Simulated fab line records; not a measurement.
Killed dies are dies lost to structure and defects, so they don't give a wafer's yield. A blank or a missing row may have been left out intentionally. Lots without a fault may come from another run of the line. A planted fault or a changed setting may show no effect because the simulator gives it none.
The tool behind it: which one? | flow gf180mcu | 12 lots, 36 wafers sampled, at 2 steps of a route of 602

WHAT EACH GAUGE READ, for each wafer
GF_VT_IMPLANT_RS_MEAS_46: measurement is done with a four-point probe.
lot  | measured     | on            | MVSD_RS (ohm/sq)
L848 | day 7 13:22  | film-metro-03 | 456.9 456.2 456.3
L849 | day 7 20:49  | film-metro-02 | 457.2 456.9 457.4
L850 | day 8 04:22  | film-metro-01 | 455.6 456.8 455.7
L851 | day 8 09:44  | film-metro-02 | 457.3 457.7 457.9
L852 | day 8 16:01  | film-metro-03 | 455.8 457.4 455.9
L853 | day 8 22:47  | film-metro-01 | 456.3 458.0 457.9
L854 | day 9 05:38  | film-metro-03 | 456.8 456.8 455.4
L855 | day 9 14:46  | film-metro-03 | 456.6 456.5 456.1
L856 | day 9 22:18  | film-metro-02 | 455.8 456.0 455.9
L857 | day 10 05:35 | film-metro-01 | 457.6 457.5 457.8
L863 | day 11 21:19 | film-metro-03 | 457.1 455.9 457.2
L865 | day 12 08:02 | film-metro-02 | 457.4 457.3 457.7

GF_POLY_GATE_CD_MEAS_10: target cd 280 nm.
lot  | measured     | on        | cd-nm (nm)
L848 | day 9 06:22  | cd-sem-02 | 279.0 280.7 280.5
L849 | day 9 13:28  | cd-sem-01 | 279.6 281.1 280.4
L850 | day 9 22:19  | cd-sem-01 | 280.5 278.4 279.1
L851 | day 10 02:07 | cd-sem-02 | 278.6 280.8 279.8
L852 | day 10 08:59 | cd-sem-02 | 282.8 282.2 282.0
L853 | day 10 17:10 | cd-sem-01 | 278.2 277.3 278.1
L854 | day 10 23:08 | cd-sem-02 | 279.3 278.1 278.9
L855 | day 11 09:07 | cd-sem-01 | 280.4 280.2 280.6
L856 | day 11 17:43 | cd-sem-02 | 281.5 282.2 281.8
L857 | day 12 00:08 | cd-sem-02 | 278.2 278.1 279.5
L863 | day 13 18:27 | cd-sem-01 | 278.3 278.6 278.9
L865 | day 14 05:29 | cd-sem-01 | 279.6 279.9 280.9

TOOL THAT RAN EACH LOT (tool first, then ch and the chambers of the sampled wafers, then the start)
There is no process step in the record ahead of these readings.

AS READ BY THE TOOLS THEMSELVES (means over the sampled wafers that have a number; for cases with no such wafer, the mark the record gives instead)
The record holds no such reading with a usual standard deviation.

THE ANSWER, worked out from the rows above alone
Rule: usual is defined by the lots themselves. The widest of any qualifying gaps counts: lots, ordered by their means at a reading, are off when they make up no more than a third of the lots, leave a main group of 4 or more, and stand apart from it by 3 or more times the standard deviation of that group's means. The tables above print the reading to a certain number of digits; a main group whose means all agree to those digits is not used. A lot without any number at a reading at which 4 lots or more have one is off too. Any other lot the step has rows for is counted as sound. Order of review: gauges by route order, followed by the tools' own readings, for which a lot's mean as printed above is used. The first step at which some lot is off is used, and at that step the reading that is off furthest; a lot without a number counts as furthest.
None of the lots is off at any reading shown; this tells nothing.

WHAT THE SIMULATOR HAD PUT IN
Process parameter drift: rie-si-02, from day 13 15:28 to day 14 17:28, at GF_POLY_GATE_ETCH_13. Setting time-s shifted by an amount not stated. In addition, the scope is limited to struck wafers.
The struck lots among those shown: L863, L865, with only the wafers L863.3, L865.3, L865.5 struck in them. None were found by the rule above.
